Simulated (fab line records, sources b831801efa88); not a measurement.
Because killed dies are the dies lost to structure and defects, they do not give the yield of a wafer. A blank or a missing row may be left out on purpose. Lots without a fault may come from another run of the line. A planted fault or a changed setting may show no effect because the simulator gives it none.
8D (eight disciplines) problem report, filled in by code | flow gf180mcu | the parts of the form that need people (team, actions taken, sign-off) are left out

1. WHAT IS WRONG
GF_MIM_CVD_05, run length s: mean 55.0 s over 1 wafer from 1 lot; wafers with no fault: 57.0 s, standard deviation 0.47. Measured from the usual mean, that is -4.3 standard deviations.
The step: deposits Si3N4, target thk 42 nm, time 29.086 s.
First observed at day 27 07:09: wafer L910.2, on pecvd-02. The record holds 35 wafers of 12 lots with a number at this step. Rule for "out", or "out of limits": more than 4 standard deviations from the usual mean. All remaining wafers that have a number are taken as sound.

2. WHAT IT IS, AND WHAT IT ISN'T
question                    | is                | is not
which readings at this step | run length s      | heater power w
which lots                  | L910              | L903, L904, L905, L906, L907, L908, L916, L917, L919, L922, L924
which wafers of those lots  | L910.2            | L910.3
read on which tools         | pecvd-02          | pecvd-01, pecvd-03
when                        | from day 27 07:09 | up to then (19 sound wafers); but 15 sound wafers of L916, L917, L919, L922, L924 came after

3. SUSPECTS, AND WHAT RULES EACH OUT
Counting: if a tool at a process step up to the reading ran every lot that is out, it stays a suspect. Sound lots after the first of them don't rule it out here, since some wafers of a struck lot are sound.
- pvd sputter-03 at GF_MIM_SPUTTER_00 (material Ti, target thk 37.5 nm, time 150 s): kept. It ran the lot that is out, L910 (day 27 06:56); its last sound lot up to then is L904 (day 25 08:36).
- pvd sputter-03 at GF_MIM_SPUTTER_03 (material Ti, target thk 10 nm, time 6.7 s): kept. It ran the lot that is out, L910 (day 27 07:05); its last sound lot up to then is L904 (day 25 08:46).
- pecvd-02 at GF_MIM_CVD_05 (deposits Si3N4, target thk 42 nm, time 29.086 s): kept. It ran the lot that is out, L910 (day 27 07:09); its last sound lot up to then is L908 (day 26 20:07). On those wafers its own readings are out: run length s.
- The sound lot-mates ran in chamber 0 of pecvd-02 at GF_MIM_CVD_05, but the wafers that are out ran in chamber 1.
Left after counting: pvd sputter-03 at GF_MIM_SPUTTER_00, pvd sputter-03 at GF_MIM_SPUTTER_03, pecvd-02 at GF_MIM_CVD_05.

4. THE CAUSE (what the simulator had put in)
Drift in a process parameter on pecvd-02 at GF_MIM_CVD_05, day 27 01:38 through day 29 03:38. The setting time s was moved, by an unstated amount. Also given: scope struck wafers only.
Counting left 3 suspects, and this tool is among them.

5. SEQUENCE OF EFFECTS, ordered by route
Each row: a reading whose mean over the struck wafers that have a number lies more than 3 standard deviations from the usual. Readings are gone through only where the record gives a usual standard deviation; hours: the median, over the lots, of the time from a lot's start at the first step in this table giving one to that lot's start at this step; sigmas: the change measured in usual standard deviations.
hours | step               | reading        | usual   | on struck wafers | change | sigmas
0     | GF_MIM_CVD_05      | run length s   | 57.0 s  | 55.0             | -2.0   | -4.3
0     | GF_MIM_THK_MEAS_06 | MIM_CVD_05_THK | 41.9 nm | 39.9             | -2.0   | -3.6
Its process steps:
- GF_MIM_CVD_05: deposits Si3N4, target thk 42 nm, time 29.086 s.

6. HOW IT WOULD HAVE BEEN CAUGHT EARLIER
In this record the first reading out of limits was taken at day 27 07:09, 6 hours after the fault began at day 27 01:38.
